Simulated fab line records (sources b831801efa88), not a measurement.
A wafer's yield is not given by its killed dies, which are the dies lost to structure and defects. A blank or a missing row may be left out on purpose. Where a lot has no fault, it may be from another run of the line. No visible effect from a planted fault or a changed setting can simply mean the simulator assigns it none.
Shared-tool check + flow gf180mcu + 11 lots, 33 wafers sampled

== REASON FOR OPENING ==
GF_PSD_RS_MEAS_14, reading NSD_RS: flagged on 2 of 11 lots. Fault-free wafers read 46.17 ohm/sq, with a standard deviation of 0.087.
Rule: a lot gets a flag if all its wafers with a number sit over 4 standard deviations from that mean, or if no wafer of it has a number. As for the other lots, they are considered sound.

| lot  | measured     | on            | NSD_RS (ohm/sq), wafer by wafer | flag    |
|------|--------------|---------------|---------------------------------|---------|
| L605 | day 14 00:48 | film metro-03 | 46.12 46.13 46.04               |         |
| L609 | day 15 13:08 | film metro-03 | 46.19 46.18 46.18               |         |
| L610 | day 15 17:42 | film metro-03 | 46.15 46.07 46.17               |         |
| L613 | day 17 00:42 | film metro-02 | 46.32 46.30 46.17               |         |
| L614 | day 17 07:39 | film metro-04 | 43.91 43.87 43.85               | FLAGGED |
| L617 | day 18 18:08 | film metro-02 | 43.86 43.86 43.80               | FLAGGED |
| L618 | day 19 05:41 | film metro-03 | 46.19 46.30 46.26               |         |
| L624 | day 21 00:47 | film metro-03 | 45.98 46.08 46.10               |         |
| L625 | day 21 06:18 | film metro-03 | 46.11 46.15 46.13               |         |
| L626 | day 21 18:09 | film metro-04 | 46.18 46.16 46.26               |         |
| L628 | day 22 09:09 | film metro-03 | 46.18 46.13 46.06               |         |
The numbers of the flagged lots are 43.86 ohm/sq on average: -2.31 ohm/sq against the usual, or -27 standard deviations.

== EACH LOT AND THE TOOL IT RAN ON ==
The record holds 3 process steps before the reading, out of a route of 602 steps. Each cell gives the tool, then ch followed by the chambers the sampled wafers passed through, then the start.
| lot  | flag    | GF_POLY_GATE_ETCH_13             | GF_NSD_IMPLANT_10               | GF_NSD_STRIP_11                      |
|------|---------|----------------------------------|---------------------------------|--------------------------------------|
| L605 |         | rie si-02 ch 1,2,3, day 9 01:47  | implanter-04 ch 0, day 13 03:51 | plasma asher-03 ch 0,1, day 13 04:00 |
| L609 |         | rie si-02 ch 0,1, day 10 07:47   | implanter-01 ch 0, day 14 14:58 | plasma asher-04 ch 0,1, day 14 15:07 |
| L610 |         | rie si-02 ch 0,3, day 10 12:52   | implanter-04 ch 0, day 14 19:42 | plasma asher-04 ch 0,1, day 14 19:51 |
| L613 |         | rie si-02 ch 1,3, day 11 14:32   | implanter-01 ch 0, day 16 02:09 | plasma asher-01 ch 0,1, day 16 02:18 |
| L614 | FLAGGED | rie si-02 ch 1,2,3, day 11 19:14 | implanter-04 ch 0, day 16 08:31 | plasma asher-01 ch 0,1, day 16 08:40 |
| L617 | FLAGGED | rie si-02 ch 0,1, day 12 23:31   | implanter-04 ch 0, day 17 17:54 | plasma asher-04 ch 0,1, day 17 18:03 |
| L618 |         | rie si-01 ch 0,1,2, day 13 05:44 | implanter-01 ch 0, day 18 04:55 | plasma asher-01 ch 0,1, day 18 05:04 |
| L624 |         | rie si-01 ch 0,1,2, day 14 23:06 | implanter-02 ch 0, day 19 23:54 | plasma asher-04 ch 0,1, day 20 00:03 |
| L625 |         | rie si-01 ch 0,2, day 15 04:03   | implanter-01 ch 0, day 20 05:26 | plasma asher-01 ch 0,1, day 20 05:35 |
| L626 |         | rie si-01 ch 1,2,3, day 15 10:24 | implanter-04 ch 0, day 20 17:12 | plasma asher-01 ch 0,1, day 20 17:21 |
| L628 |         | rie si-02 ch 0,2,3, day 16 04:06 | implanter-04 ch 0, day 21 08:48 | plasma asher-04 ch 0,1, day 21 08:57 |
What these steps do:
- GF_POLY_GATE_ETCH_13: etches poly-Si in HBr/Cl2, stops on SiO2, target depth 198.5 nm, time 69.6 s.
- GF_NSD_IMPLANT_10
- GF_NSD_STRIP_11: strips in O2/N2.
- GF_PSD_RS_MEAS_14: measures by four-point-probe.

== FLAGGED AGAINST TOTAL, ONE TOOL AT A TIME (gauges that did the reading follow at the end) ==
| step                 | tool            | lots run | flagged | share of the flagged lots | sound lots run after its first flagged lot |
|----------------------|-----------------|----------|---------|---------------------------|--------------------------------------------|
| GF_POLY_GATE_ETCH_13 | rie si-01       | 4        | 0       | none                      | -                                          |
| GF_POLY_GATE_ETCH_13 | rie si-02       | 7        | 2       | all                       | 1 (L628)                                   |
| GF_NSD_IMPLANT_10    | implanter-01    | 4        | 0       | none                      | -                                          |
| GF_NSD_IMPLANT_10    | implanter-02    | 1        | 0       | none                      | -                                          |
| GF_NSD_IMPLANT_10    | implanter-04    | 6        | 2       | all                       | 2 (L626,L628)                              |
| GF_NSD_STRIP_11      | plasma asher-01 | 5        | 1       | some                      | 3 (L618,L625,L626)                         |
| GF_NSD_STRIP_11      | plasma asher-03 | 1        | 0       | none                      | -                                          |
| GF_NSD_STRIP_11      | plasma asher-04 | 5        | 1       | some                      | 2 (L624,L628)                              |
| GF_PSD_RS_MEAS_14    | film metro-02   | 2        | 1       | some                      | 0                                          |
| GF_PSD_RS_MEAS_14    | film metro-03   | 7        | 0       | none                      | -                                          |
| GF_PSD_RS_MEAS_14    | film metro-04   | 2        | 1       | some                      | 1 (L626)                                   |

== WHAT IS ALLOWED BY THE TABLE ==
rie si-02 at GF_POLY_GATE_ETCH_13 and implanter-04 at GF_NSD_IMPLANT_10 are the 2 rows of the table that ran each flagged lot.
- rie si-02 at GF_POLY_GATE_ETCH_13: 2 of its 7 lots flagged. Sound lots ran on it after the first flagged one (L628), which a lasting fault on the whole tool wouldn't allow.
- implanter-04 at GF_NSD_IMPLANT_10: 2 of its 6 lots flagged. Sound lots ran on it after the first flagged one (L626, L628), which a lasting fault on the whole tool wouldn't allow. Its own readings (dose ions cm2, faraday current uA) fall more than 4 standard deviations out on all wafers of the flagged lots.
No row of the table ran every flagged lot and no sound lot after the first.

== WHAT HAD BEEN PUT IN BY THE SIMULATOR ==
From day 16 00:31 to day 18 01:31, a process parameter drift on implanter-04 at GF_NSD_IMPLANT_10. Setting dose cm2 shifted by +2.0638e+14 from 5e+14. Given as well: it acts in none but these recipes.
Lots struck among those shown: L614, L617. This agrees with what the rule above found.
